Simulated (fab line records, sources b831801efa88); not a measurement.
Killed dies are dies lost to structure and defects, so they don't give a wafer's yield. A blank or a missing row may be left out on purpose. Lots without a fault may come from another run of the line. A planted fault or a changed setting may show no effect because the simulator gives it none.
Which tool did it? | flow gf180mcu | 6 lots, 18 wafers sampled, at 2 steps of a route of 602

WHAT THE GAUGES READ, wafer by wafer
GF_HV_LDD_TW_MEAS_11.
lot  | measured     | on            | HV_LDD_TW
L882 | day 11 09:13 | film_metro-01 | 1822 1807 1820
L884 | day 11 20:58 | film_metro-01 | 1800 1809 1814
L892 | day 14 07:24 | film_metro-01 | 2385 2394 2398
L894 | day 14 20:28 | film_metro-03 | 2344 2349 2351
L898 | day 16 03:37 | film_metro-04 | 2405 2428 2414
L901 | day 17 02:44 | film_metro-03 | 2363 2349 2333

WHICH TOOL RAN EACH LOT (tool, then ch and the chambers of the sampled wafers, then the start)
lot  | GF_HV_LDD_IMPLANT_09
L882 | implanter-04 ch 0, day 11 08:56
L884 | implanter-04 ch 0, day 11 20:44
L892 | implanter-01 ch 0, day 14 07:11
L894 | implanter-02 ch 0, day 14 20:13
L898 | implanter-04 ch 0, day 16 03:25
L901 | implanter-04 ch 0, day 17 02:29
- GF_HV_LDD_IMPLANT_09

THE ANSWER, worked out from the rows above alone
Rule: what is usual is taken from the lots themselves. Put in order of their means at a reading, lots are off if they are a third of the lots or fewer, leave a main group of 4 or more, and stand apart from it by a gap of 3 or more times the standard deviation of the main group's means; of several such gaps the widest counts. A main group whose means are all the same, to the digits that the tables above print for the reading, isn't used. A lot without any number at a reading at which 4 lots or more have one is off too. The other lots that the step has rows for count as sound.
Off: L882, L884, at GF_HV_LDD_TW_MEAS_11 (HV_LDD_TW). The main group: mean 2376, standard deviation 29.
A tool fits if, at a process step before that reading, it ran every lot that is off, and no sound lot after the first of them. The gauges at GF_HV_LDD_TW_MEAS_11 are tried like those tools. None of those tried fits.

WHAT THE SIMULATOR HAD PUT IN
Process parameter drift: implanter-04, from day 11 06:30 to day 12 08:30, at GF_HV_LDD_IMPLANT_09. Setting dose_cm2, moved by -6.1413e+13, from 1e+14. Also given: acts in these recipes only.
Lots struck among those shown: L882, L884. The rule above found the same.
